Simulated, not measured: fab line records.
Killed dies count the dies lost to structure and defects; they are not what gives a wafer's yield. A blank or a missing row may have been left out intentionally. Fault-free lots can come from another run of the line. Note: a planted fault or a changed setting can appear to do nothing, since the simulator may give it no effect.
Problem report in the 8D (eight disciplines) form, filled by code ; flow sky130 ; the parts of the form that need people (team, actions taken, sign-off) are left out

## 1. WHAT IS WRONG
CONTACT_W_RS at SKY_CONTACT_RS_MEAS_25 reads a mean of 0.187 ohm/sq on 3 wafers of 3 lots; wafers without a fault read 0.338 ohm/sq with a standard deviation of 0.0036. That is -42 standard deviations from the usual mean.
The step: measures by four-point-probe.
First observed at day 36 10:15: wafer L531.5, on film-metro-04. Wafers with a number at this step in the record: 34, from 12 lots. Rule for "out", or "out of limits": more than 4 standard deviations from the usual mean. All remaining wafers that have a number are taken as sound.

## 2. WHAT IT IS AND WHAT IT IS NOT
question;is;is not
which readings at this step;CONTACT_W_RS;-
which lots;L531, L532, L535;L523, L524, L525, L526, L527, L529, L540, L541, L542
which wafers of those lots;L531.5, L532.2, L535.2;L531.3, L532.3, L535.1, L535.3
read on which gauges;film-metro-03, film-metro-04;film-metro-02
when;from day 36 10:15;"up to then (19 sound wafers); but 12 sound wafers of L532, L535, L540, L541, L542 came after"

## 3. SUSPECTS, AND WHAT RULES EACH OUT
Counting: if a tool at a process step up to the reading ran every lot that is out, it stays a suspect. Sound lots after the first of them don't rule it out here, since some wafers of a struck lot are sound.
- ruled out: the gauge at SKY_CONTACT_RS_MEAS_25. Those wafers that are out were read across 2 gauges (film-metro-03, film-metro-04).
- cvd-w-02 at SKY_CONTACT_CVD_24 (deposits W, target thk 340 nm, time 102.12 s): kept. Every lot that is out went through it, the first being L531 (day 36 10:08); the last sound lot it ran before that was L529 (day 35 21:10).
The count leaves cvd-w-02 at SKY_CONTACT_CVD_24.

## 4. THE CAUSE (what the simulator had put in)
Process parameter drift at SKY_CONTACT_CVD_24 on cvd-w-02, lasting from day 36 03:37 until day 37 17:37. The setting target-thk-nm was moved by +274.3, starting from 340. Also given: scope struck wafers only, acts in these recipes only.
Counting left only this tool.

## 5. SEQUENCE OF EFFECTS, ordered by route
One row per reading whose mean, taken over the struck wafers that have a number, lies over 3 standard deviations from the usual. Scope: only readings with a usual standard deviation given in the record; hours: median across lots of the time from each lot's start at the first step in this table that gives one to its start at this step; sigmas: change in usual standard deviations.
hours;step;reading;usual;on struck wafers;change;sigmas
0;SKY_CONTACT_RS_MEAS_25;CONTACT_W_RS;0.338 ohm/sq;0.187;-0.151;-42
5;SKY_CONTACT_CMP_27;time-to-endpoint-s;82.0 s;148.3;+66.3;+23
Here are the process steps it includes:
- SKY_CONTACT_CMP_27: polishes, stops on SiO2, t overpolish 15 s, target thk 0 nm.

## 6. HOW IT WOULD HAVE BEEN CAUGHT EARLIER
Counted from the fault's start at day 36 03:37, it took 7 hours until the first out-of-limits reading at a measuring or inspecting step in this record, taken at day 36 10:15.
Tool readings at SKY_CONTACT_CVD_24 with a usual standard deviation given in the record: none out on any struck wafer, hence no alarm at a limit of 4 standard deviations on them.
Lots out: 3; of these, L532, L535 started SKY_CONTACT_CVD_24 on cvd-w-02 after day 36 10:15. A hold on the tool at that time would have spared those 2.
